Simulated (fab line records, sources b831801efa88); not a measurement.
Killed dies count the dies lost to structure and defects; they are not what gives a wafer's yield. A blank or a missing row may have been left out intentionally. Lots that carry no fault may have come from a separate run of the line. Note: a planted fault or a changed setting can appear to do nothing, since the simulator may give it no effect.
fab line records	flow sky130
[record] lots = 6	wafers = 16	lastDay = 50
route steps=708 shown LI_CONTACT@380 LOCAL_INTERCONNECT@387 PAD_OPEN@708
lots untouched by any fault: they come from a run of this same line in which no faults occurred
startH: hours from the record's opening day to when the first of the lot's shown wafers began	waitH: time in hours since the lot's previous step	" as in the row above	L1.1+2: one row covering several wafers at once	- no value present, or no start provided	* or withheld: withheld	< > ~ a bound
route shown NAME@n: NAME is a module with steps in the file, n the number in the route of the first one	usual: the fault-free wafers' mean and standard deviation	same: alike in all rows	chamber/n: place in a boat	sites: the reading at each site	_std_site: their standard deviation	_edge_site: outer sites' mean less inner sites'	radiusMm: how far each site lies from the wafer's centre	mask NAME#n: copy n	behind: the tool/chamber that last shaped the wafer	hold: the reason the lot was held/the length of the hold in hours/how it ended	device: transistor that didn't switch, given as n, p or np	end of line: tests of these same wafers at the route's end	step lacking rows: just its recipe	killed: count of dies lost to structure and defects at first sort (not the wafer's yield)	map: a wafer's dies, x killed, . not, _ none there
set.NAME: the setting that was run; set.NAME@STEP: the one run at that earlier step	model.NAME: the simulator's own value behind a step, which no gauge read
a table for each step, a row for each wafer; lots at some steps of the route
services: the hour from which a tool's chamber was out of use, counted from the record's first day as startH (under 0 if before that day), plus the number of hours and why
[[steps]]
[step SKY_LI_CONTACT_PRE_CLEAN_18]
[recipe] gas = Ar	timeS = 5.6	biasV = 358
[step SKY_LI_CONTACT_SPUTTER_19]
[recipe] material = Ti	targetThkNm = 20	chamberPressurePa = 5	powerW = 2500	substrateTempC = 200	timeS = 106.37
[usual] throttleValvePct = 30.0/1.2
lot.wafer	tool	chamber	startH	waitH	throttleValvePct
L788.1	pvdSputter-01	-	703.85	0.0	29.9
L788.3	"	-	"	"	31.3
L788.6	"	-	"	"	30.3
L792.1	pvdSputter-02	-	741.50	0.0	28.1
L792.4	"	-	"	"	28.9
L793.1	pvdSputter-02	-	748.62	0.0	27.7
L793.3	"	-	"	"	29.3
L796.2	pvdSputter-01	-	789.54	0.0	28.2
L796.4	"	-	"	"	31.4
L796.6	"	-	"	"	29.8
L799.4	pvdSputter-02	-	830.21	0.0	31.0
L799.5	"	-	"	"	28.9
L799.6	"	-	"	"	27.9
L805.1	pvdSputter-01	-	870.98	0.0	28.2
L805.2	"	-	"	"	29.9
L805.6	"	-	"	"	31.4
[step SKY_LI_CONTACT_SPUTTER_20]
[recipe] material = TiN	targetThkNm = 20	chamberPressurePa = 5	powerW = 4000	timeS = 80
[usual] throttleValvePct = 30.0/1.2
lot.wafer	tool	chamber	startH	waitH	throttleValvePct
L788.1	pvdSputter-01	-	703.93	0.0	29.9
L788.3	"	-	"	"	31.7
L788.6	"	-	"	"	30.4
L792.1	pvdSputter-02	-	741.58	0.0	28.0
L792.4	"	-	"	"	29.5
L793.1	pvdSputter-02	-	748.70	0.0	28.1
L793.3	"	-	"	"	29.1
L796.2	pvdSputter-01	-	789.61	0.0	28.3
L796.4	"	-	"	"	31.5
L796.6	"	-	"	"	30.0
L799.4	pvdSputter-02	-	830.28	0.0	31.0
L799.5	"	-	"	"	29.4
L799.6	"	-	"	"	27.9
L805.1	pvdSputter-01	-	871.05	0.0	28.0
L805.2	"	-	"	"	29.9
L805.6	"	-	"	"	31.5
[step SKY_LI_CONTACT_CVD_21]
[recipe] material = W	targetThkNm = 400	timeS = 120.56	tempC = 400	pressureTorr = 40
[usual] heaterPowerW = 794/33	susceptorTempC = 400.01/0.21
lot.wafer	tool	chamber	startH	waitH	heaterPowerW	susceptorTempC
L788.1	cvdW-02	1	703.99	0.0	804	400.41
L788.3	"	0	"	"	809	399.69
L788.6	"	1	"	"	811	400.13
L792.1	cvdW-01	0	741.64	0.0	773	400.16
L792.4	"	1	"	"	769	400.24
L793.1	cvdW-02	1	748.76	0.0	795	399.53
L793.3	"	0	"	"	836	400.23
L796.2	cvdW-01	1	789.67	0.0	748	399.86
L796.4	"	0	"	"	781	400.27
L796.6	"	1	"	"	767	399.95
L799.4	cvdW-02	1	830.35	0.0	794	399.71
L799.5	"	1	"	"	832	399.88
L799.6	"	0	"	"	817	400.28
L805.1	cvdW-01	1	871.11	0.0	759	400.07
L805.2	"	0	"	"	786	399.77
L805.6	"	1	"	"	749	400.17
[step SKY_LI_CONTACT_RS_MEAS_22]
[recipe] thkMeasGauge = four-point-probe	reads = W_of_LI_CONTACT_CVD_21+TiN_of_LI_CONTACT_SPUTTER_20+Ti_of_LI_CONTACT_SPUTTER_19
[usual] LI_CONTACT_W_RS = 0.2839/0.0028
lot.wafer	tool	chamber	startH	waitH	LI_CONTACT_W_RS[ohm/sq]
L788.1	filmMetro-02	-	704.11	0.1	0.2854
L788.3	"	-	"	"	0.2865
L788.6	"	-	"	"	0.2834
L792.1	filmMetro-03	-	741.76	0.1	0.2834
L792.4	"	-	"	"	0.2835
L793.1	filmMetro-03	-	748.88	0.1	0.2853
L793.3	"	-	"	"	0.2861
L796.2	filmMetro-03	-	789.82	0.1	0.2814
L796.4	"	-	"	"	0.2846
L796.6	"	-	"	"	0.2804
L799.4	filmMetro-02	-	830.49	0.1	0.2823
L799.5	"	-	"	"	0.2825
L799.6	"	-	"	"	0.2803
L805.1	filmMetro-02	-	871.24	0.1	0.2875
L805.2	"	-	"	"	0.2849
L805.6	"	-	"	"	0.2860
[step SKY_LI_CONTACT_THK_MEAS_23]
[recipe] thkMeasGauge = xrf	reads = W_of_LI_CONTACT_CVD_21
[usual] LI_CONTACT_W_THK = 408/6
lot.wafer	tool	chamber	startH	waitH	LI_CONTACT_W_THK[nm]
L788.1	filmMetro-02	-	704.23	0.1	415
L788.3	"	-	"	"	414
L788.6	"	-	"	"	417
L792.1	filmMetro-03	-	741.88	0.1	405
L792.4	"	-	"	"	404
L793.1	filmMetro-03	-	749.00	0.1	402
L793.3	"	-	"	"	400
L796.2	filmMetro-03	-	789.93	0.1	407
L796.4	"	-	"	"	405
L796.6	"	-	"	"	410
L799.4	filmMetro-02	-	830.58	0.1	418
L799.5	"	-	"	"	417
L799.6	"	-	"	"	421
L805.1	filmMetro-02	-	871.36	0.1	410
L805.2	"	-	"	"	410
L805.6	"	-	"	"	412
[step SKY_LI_CONTACT_CMP_24]
[recipe] stopOn = PSG	tOverpolishS = 20	downForcePsi = 3.5	platenRpm = 60	targetThkNm = 0	padVelocityMS = 0.94248
[usual] edgeZonePressureFrac = 1.001/0.0045	motorCurrentA = 11.7/0.75	overpolishRunS = 19.998/0.009	timeToEndpointS = 97/3.7
[same] tOverpolishS = 20
lot.wafer	tool	chamber	startH	waitH	edgeZonePressureFrac	motorCurrentA	overpolishRunS	timeToEndpointS
L788.3	cmp-01	1	704.34	0.1	1.003	11.2	19.997	94
L788.1	"	3	"	"	1.000	11.5	19.999	92
L788.6	"	0	"	"	0.997	10.6	19.991	94
L792.1	cmp-02	3	741.99	0.1	1.004	10.6	19.995	96
L792.4	"	1	"	"	1.002	11.0	20.004	105
L793.1	cmp-01	3	749.06	0.1	1.002	10.9	20.014	94
L793.3	"	0	"	"	0.992	11.3	19.994	97
L796.4	cmp-01	3	790.08	0.1	0.995	11.4	19.982	91
L796.2	"	0	"	"	1.000	11.4	20.009	95
L796.6	"	1	"	"	0.998	11.6	20.005	99
L799.4	cmp-02	2	830.61	0.0	0.994	13.0	20.005	97
L799.5	"	2	"	"	0.998	13.0	19.984	95
L799.6	"	3	"	"	1.002	10.8	19.994	97
L805.1	cmp-01	3	871.47	0.1	1.009	11.9	20.000	90
L805.2	"	1	"	"	1.000	11.6	19.997	94
L805.6	"	3	"	"	1.005	11.4	19.999	86
[step SKY_LOCAL_INTERCONNECT_SPUTTER_00]
[recipe] material = TiN	targetThkNm = 100	tempC = 300	powerW = 6500	timeS = 83.3	chamberPressurePa = 0.4
[usual] susceptorTempC = 300.01/0.2	throttleValvePct = 30.1/1.1
lot.wafer	tool	chamber	startH	waitH	susceptorTempC	throttleValvePct
L788.1	pvdSputter-04	-	704.59	0.1	300.06	29.5
L788.3	"	-	"	"	300.01	30.2
L788.6	"	-	"	"	300.19	29.1
L792.1	pvdSputter-03	-	742.24	0.2	300.07	32.5
L792.4	"	-	"	"	299.97	30.7
L793.1	pvdSputter-03	-	749.36	0.2	299.93	32.0
L793.3	"	-	"	"	300.01	29.1
L796.2	pvdSputter-03	-	790.28	0.1	299.76	29.3
L796.4	"	-	"	"	300.23	32.1
L796.6	"	-	"	"	299.74	30.9
L799.4	pvdSputter-03	-	830.91	0.2	300.52	30.5
L799.5	"	-	"	"	300.13	29.0
L799.6	"	-	"	"	300.08	32.5
L805.1	pvdSputter-02	-	871.72	0.2	300.02	31.0
L805.2	"	-	"	"	300.12	29.3
L805.6	"	-	"	"	299.92	31.0
[step SKY_LOCAL_INTERCONNECT_RS_MEAS_01]
[recipe] thkMeasGauge = four-point-probe	reads = TiN_of_LOCAL_INTERCONNECT_SPUTTER_00
[usual] LOCAL_INTERCONNECT_TIN_RS = 14.14/0.19
lot.wafer	tool	chamber	startH	waitH	LOCAL_INTERCONNECT_TIN_RS[ohm/sq]
L788.1	filmMetro-03	-	704.66	0.0	14.15
L788.3	"	-	"	"	14.12
L788.6	"	-	"	"	14.02
L792.1	filmMetro-04	-	742.31	0.0	14.10
L792.4	"	-	"	"	14.05
L793.1	filmMetro-01	-	749.42	0.0	13.97
L793.3	"	-	"	"	14.13
L796.2	filmMetro-01	-	790.36	0.1	14.27
L796.4	"	-	"	"	14.08
L796.6	"	-	"	"	14.02
L799.4	filmMetro-04	-	831.04	0.1	14.03
L799.5	"	-	"	"	13.89
L799.6	"	-	"	"	13.97
L805.1	filmMetro-04	-	871.78	0.0	14.32
L805.2	"	-	"	"	14.51
L805.6	"	-	"	"	14.30
[step SKY_LOCAL_INTERCONNECT_THK_MEAS_02]
[recipe] thkMeasGauge = xrf	reads = TiN_of_LOCAL_INTERCONNECT_SPUTTER_00
[usual] LOCAL_INTERCONNECT_TIN_THK = 99.6/1.4
lot.wafer	tool	chamber	startH	waitH	LOCAL_INTERCONNECT_TIN_THK[nm]
L788.1	filmMetro-03	-	704.78	0.1	98.7
L788.3	"	-	"	"	99.1
L788.6	"	-	"	"	99.6
L792.1	filmMetro-04	-	742.43	0.1	101.0
L792.4	"	-	"	"	100.9
L793.1	filmMetro-01	-	749.54	0.1	100.1
L793.3	"	-	"	"	99.4
L796.2	filmMetro-01	-	790.47	0.1	98.3
L796.4	"	-	"	"	99.7
L796.6	"	-	"	"	100.0
L799.4	filmMetro-04	-	831.13	0.1	101.4
L799.5	"	-	"	"	101.8
L799.6	"	-	"	"	101.1
L805.1	filmMetro-04	-	871.90	0.1	98.4
L805.2	"	-	"	"	97.1
L805.6	"	-	"	"	98.6
[step SKY_LOCAL_INTERCONNECT_DEHYDRATE_03]
[recipe] tempC = 200	timeS = 60
[step SKY_LOCAL_INTERCONNECT_HMDS_04]
[recipe] primeTimeS = 60	primeTempC = 120
[step SKY_LOCAL_INTERCONNECT_COAT_05]
[recipe] resist = BARC	tempC = withheld	timeS = withheld	spinRpm = 3000	resistThkNm = 60
[usual] exhaustPa = 45.1/0.84
lot.wafer	tool	chamber	startH	waitH	exhaustPa
L788.1	lithoTrack-01	0	717.89	0.1	44.2
L788.3	"	0	"	"	44.4
L788.6	"	0	"	"	45.8
L792.1	lithoTrack-01	0	756.14	0.1	44.0
L792.4	"	0	"	"	44.3
L793.1	lithoTrack-01	0	762.49	0.1	45.1
L793.3	"	0	"	"	44.4
L796.2	lithoTrack-03	0	803.01	0.1	45.9
L796.4	"	0	"	"	45.4
L796.6	"	0	"	"	45.2
L799.4	lithoTrack-03	0	844.21	0.1	45.6
L799.5	"	0	"	"	44.9
L799.6	"	0	"	"	45.0
L805.1	lithoTrack-03	0	883.73	0.1	43.7
L805.2	"	0	"	"	44.4
L805.6	"	0	"	"	44.0
[step SKY_LOCAL_INTERCONNECT_COAT_06]
[recipe] resist = KrF-thick	spinRpm = 3000	resistThkNm = 450
[step SKY_LOCAL_INTERCONNECT_SOFTBAKE_07]
[recipe] tempC = 100	timeS = 90	resist = KrF-thick
[step SKY_LOCAL_INTERCONNECT_EXPOSE_08]
[recipe] maskId = LI1M	na = 0.8	sourceShape = annular	sigmaInner = 0.55	sigmaOuter = 0.85	targetCdNm = 170	doseMj = 28
[step SKY_LOCAL_INTERCONNECT_PEB_09]
[recipe] pebTempC = withheld	pebTimeS = withheld	resist = KrF-thick
[step SKY_LOCAL_INTERCONNECT_DEVELOP_10]
[recipe] developTimeS = 60	resist = KrF-thick	devTempC = 21
[step SKY_LOCAL_INTERCONNECT_CD_MEAS_11]
[recipe] targetCdNm = 170
[usual] cdNm = 170.0/2
lot.wafer	tool	chamber	startH	waitH	cdNm
L788.1	cdSem-02	-	732.28	-	174.4
L788.3	"	-	"	"	175.3
L788.6	"	-	"	"	174.9
L792.1	cdSem-02	-	769.22	-	171.9
L792.4	"	-	"	"	172.5
L793.1	cdSem-01	-	775.77	-	171.1
L793.3	"	-	"	"	173.0
L796.2	cdSem-01	-	816.75	-	170.1
L796.4	"	-	"	"	171.3
L796.6	"	-	"	"	171.7
L799.4	cdSem-01	-	856.63	-	170.4
L799.5	"	-	"	"	169.2
L799.6	"	-	"	"	169.7
L805.1	cdSem-02	-	897.67	-	170.5
L805.2	"	-	"	"	169.9
L805.6	"	-	"	"	168.7
[step SKY_LOCAL_INTERCONNECT_OVL_MEAS_12]
[usual] LOCAL_INTERCONNECT_OVL = 3/5.3
lot.wafer	tool	chamber	startH	waitH	LOCAL_INTERCONNECT_OVL[nm]
L788.1	overlay-02	-	732.40	0.1	4
L788.3	"	-	"	"	6
L788.6	"	-	"	"	4
L792.1	overlay-01	-	769.34	0.1	-6
L792.4	"	-	"	"	0
L793.1	overlay-02	-	775.89	0.1	10
L793.3	"	-	"	"	8
L796.2	overlay-01	-	816.86	0.1	6
L796.4	"	-	"	"	2
L796.6	"	-	"	"	1
L799.4	overlay-01	-	856.71	0.1	7
L799.5	"	-	"	"	5
L799.6	"	-	"	"	2
L805.1	overlay-01	-	897.79	0.1	2
L805.2	"	-	"	"	2
L805.6	"	-	"	"	-5
[step SKY_LOCAL_INTERCONNECT_ETCH_13]
[recipe] chemistry = N2/H2	target = BARC	ionEnergyEv = 200	biasW = 100	pressureMtorr = 30	n2FlowSccm = 100	h2FlowSccm = 200	icpW = 500	stopOn = SiO2	timeS = 45.9	targetDepthA = 600
[usual] chamberPressureMTorr = 30.001/0.028	drypumpMotorCurrentA = 5.9/0.45	heBacksideLeakSccm = 3.20/0.27	n2FlowSccm = 99.96/0.27	oesProductAu = 0.855/0.0047	throttleValvePct = 13.226/0.0088
lot.wafer	tool	chamber	startH	waitH	chamberPressureMTorr	drypumpMotorCurrentA	heBacksideLeakSccm	n2FlowSccm	oesProductAu	rfHoursCounterH	throttleValvePct	model.etch.depthNm
L788.1	rieMetal-02	1	732.44	0.0	29.983	6.1	3.10	99.97	0.855	1	13.231	60.13
L788.3	"	1	"	"	30.004	6.1	3.17	99.48	0.847	-	13.228	60.09
L788.6	"	1	"	"	30.019	6.1	3.28	99.56	0.854	-	13.243	60.13
L792.1	rieMetal-02	1	769.38	0.0	30.012	6.1	3.07	100.07	0.856	2	13.227	60.33
L792.4	"	0	"	"	29.995	5.3	4.14	99.95	0.852	-	13.228	59.73
L793.1	rieMetal-01	1	775.93	0.0	29.975	5.5	2.92	99.95	0.853	5	13.229	60.69
L793.3	"	0	"	"	29.986	5.8	2.99	99.71	0.861	-	13.238	60.76
L796.2	rieMetal-03	1	816.89	0.0	30.000	6.8	3.38	99.51	0.852	0	13.227	60.2
L796.4	"	1	"	"	29.981	6.8	3.29	99.39	0.863	-	13.218	60.17
L796.6	"	1	"	"	29.964	6.8	3.14	99.92	0.854	-	13.225	60.21
L799.4	rieMetal-01	0	856.75	0.0	30.018	5.7	3.20	99.79	0.858	-	13.219	60.31
L799.5	"	1	"	"	30.027	5.5	3.03	100.26	0.864	-	13.229	60.44
L799.6	"	0	"	"	29.961	5.7	3.21	99.75	0.846	-	13.219	60.5
L805.1	rieMetal-01	0	897.83	0.0	29.957	5.7	2.85	99.69	0.856	5	13.224	60.37
L805.2	"	1	"	"	29.980	5.5	2.93	100.07	0.856	10	13.229	60.07
L805.6	"	0	"	"	29.935	5.7	2.94	99.84	0.853	-	13.231	60.28
[step SKY_LOCAL_INTERCONNECT_METAL_ETCH_14]
[recipe] targetDepthNm = 110	stopOn = PSG	chemistry = Cl2/BCl3	target = TiN	resistSidewallDeg = 88	pressureMtorr = 10	icpW = 900	biasW = 48.5	Cl2_flow_sccm = 60	bcl3FlowSccm = 30	timeS = 31.4
[step SKY_PAD_OPEN_PROBE_99]
[usual] killed_at_M0_to_M3 = 44/7.3	killed_at_M4_up = 3.2/1.8	killedAtContacts = 24/5.4	killedAtFrontEnd = 16/4.4	killedAtOther = 0.3/0.48	killedDies = 86/9.5	killedOpen = 47/7.7	killedShort = 39/6.4
[same] grossDies = 492	killedAtBackSide = 0
lot.wafer	tool	chamber	startH	waitH	killed_at_M0_to_M3	killed_at_M4_up	killedAtContacts	killedAtFrontEnd	killedAtOther	killedDies	killedOpen	killedShort
L788.1	prober-01	-	1097.57	0.1	47	0	20	17	0	84	55	29
L788.3	prober-01	-	1097.67	0.2	46	0	18	9	0	73	39	34
L788.6	prober-01	-	1097.82	0.2	51	6	16	10	0	83	41	42
L793.1	prober-02	-	1126.78	0.1	43	2	31	18	0	94	58	36
L793.3	prober-02	-	1126.88	0.2	50	3	34	11	1	99	59	40
L799.4	prober-01	-	1183.64	0.2	40	1	34	13	0	88	50	38
L799.5	prober-01	-	1183.69	0.2	35	1	24	7	0	67	36	31
L799.6	prober-01	-	1183.74	0.2	40	2	31	13	0	86	52	34
// killed by level:class
L788.1 VIA3:geometricParticle:open=11 VIA1:geometricParticle:open=10 CONTACT:geometricParticle:open=8 VIA2:geometricParticle:open=8 LI_CONTACT:geometricParticle:open=7 POLY_GATE:geometricParticle:short=5 FIELD_ISO:geometricParticle:open=4 FIELD_ISO:geometricParticle:short=4
L788.3 VIA1:geometricParticle:open=14 CONTACT:geometricParticle:open=8 VIA3:geometricParticle:open=7 VIA1:geometricParticle:short=6 CONTACT:geometricParticle:short=5 METAL2:geometricParticle:short=5 FIELD_ISO:geometricParticle:open=3 LOCAL_INTERCONNECT:geometricParticle:short=3
L788.6 VIA1:geometricParticle:open=16 VIA1:geometricParticle:short=11 VIA3:geometricParticle:open=6 METAL4:geometricParticle:short=6 LI_CONTACT:geometricParticle:open=5 FIELD_ISO:geometricParticle:open=4 CONTACT:geometricParticle:open=4 VIA2:geometricParticle:short=4
L793.1 VIA2:geometricParticle:open=11 CONTACT:geometricParticle:open=10 VIA1:geometricParticle:open=10 LI_CONTACT:geometricParticle:open=8 CONTACT:geometricParticle:short=6 SPACER:geometricParticle:open=5 VIA3:geometricParticle:open=5 FIELD_ISO:geometricParticle:open=4
L793.3 CONTACT:geometricParticle:open=16 VIA1:geometricParticle:open=13 VIA2:geometricParticle:open=11 VIA1:geometricParticle:short=7 CONTACT:geometricParticle:short=6 LI_CONTACT:geometricParticle:open=6 LOCAL_INTERCONNECT:geometricParticle:short=5 VIA2:geometricParticle:short=5
L799.4 VIA1:geometricParticle:open=13 CONTACT:geometricParticle:open=12 LI_CONTACT:geometricParticle:open=7 LOCAL_INTERCONNECT:geometricParticle:short=7 CONTACT:geometricParticle:short=6 VIA3:geometricParticle:open=6 VIA1:geometricParticle:short=6 METAL2:geometricParticle:open=4
L799.5 CONTACT:geometricParticle:open=9 VIA1:geometricParticle:open=7 CONTACT:geometricParticle:short=6 VIA1:geometricParticle:short=6 VIA2:geometricParticle:open=6 LOCAL_INTERCONNECT:geometricParticle:short=5 VIA3:geometricParticle:open=4 METAL1:geometricParticle:short=3
L799.6 VIA1:geometricParticle:open=12 CONTACT:geometricParticle:open=11 LI_CONTACT:geometricParticle:open=7 CONTACT:geometricParticle:short=6 VIA1:geometricParticle:short=5 VIA2:geometricParticle:open=5 VIA3:geometricParticle:open=5 VIA2:geometricParticle:short=4
[[services]]
tool	chamber	startH	hours	kind
cmp-01	-	680.11	12.6	repair
cmp-01	-	685.59	0.2	repair
pvdSputter-02	-	703.11	2.9	repair
rieMetal-03	-	703.82	1.4	pm
cvdW-02	-	724.15	2.8	pm
cmp-01	-	733.99	2.2	repair
cmp-02	-	744.00	4.0	pm
cmp-02	-	749.00	7.6	pm
cmp-02	-	765.43	1.1	repair
pvdSputter-04	-	771.78	50.9	repair
pvdSputter-04	-	790.78	3.9	repair
rieMetal-01	-	791.83	0.4	repair
pvdSputter-04	-	797.89	3.4	repair
pvdSputter-01	1	826.12	-	consumableReplace:kit
pvdSputter-01	1	826.12	18.0	scheduledDown
rieMetal-03	1	833.97	4.0	repair
cmp-01	-	840.13	5.9	pm
pvdSputter-03	-	852.90	2.4	repair
pvdSputter-03	-	859.39	0.8	repair
rieMetal-02	-	870.25	28.1	pm
cvdW-02	-	886.81	1.4	repair
cmp-01	-	887.32	1.3	repair
cvdW-01	-	889.82	6.9	pm
cmp-01	-	892.62	13.6	pm
[[key]]
firstSign none at tools or gauges
[modelEffect] step = SKY_LOCAL_INTERCONNECT_ETCH_13	value = etch.depthNm	without = 59.82	struck = 60.59
metAt SKY_LOCAL_INTERCONNECT_COAT_05
struckWafers L792.1,L793.1,L793.3
testerLeftOut L792,L793
onsetBetween 717.89 756.14
[fault] kind = processParameterDrift	tool = lithoTrack-01	chamber = -	onsetH = 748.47	steps = SKY_LOCAL_INTERCONNECT_COAT_05	channel = resistThkNm	offset = 0.77969	shape = step	endH = 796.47	scope = struckWafersOnly	actsIn = theseRecipesOnly	stated = 60
// testerLeftOut: of these lots the tester's yield and bins aren't shown, on N5 and GAA mostly nor the transistor test; their killed dies are dies lost to structure and defects alone, not to doping, threshold or leakage, so they don't give the yield
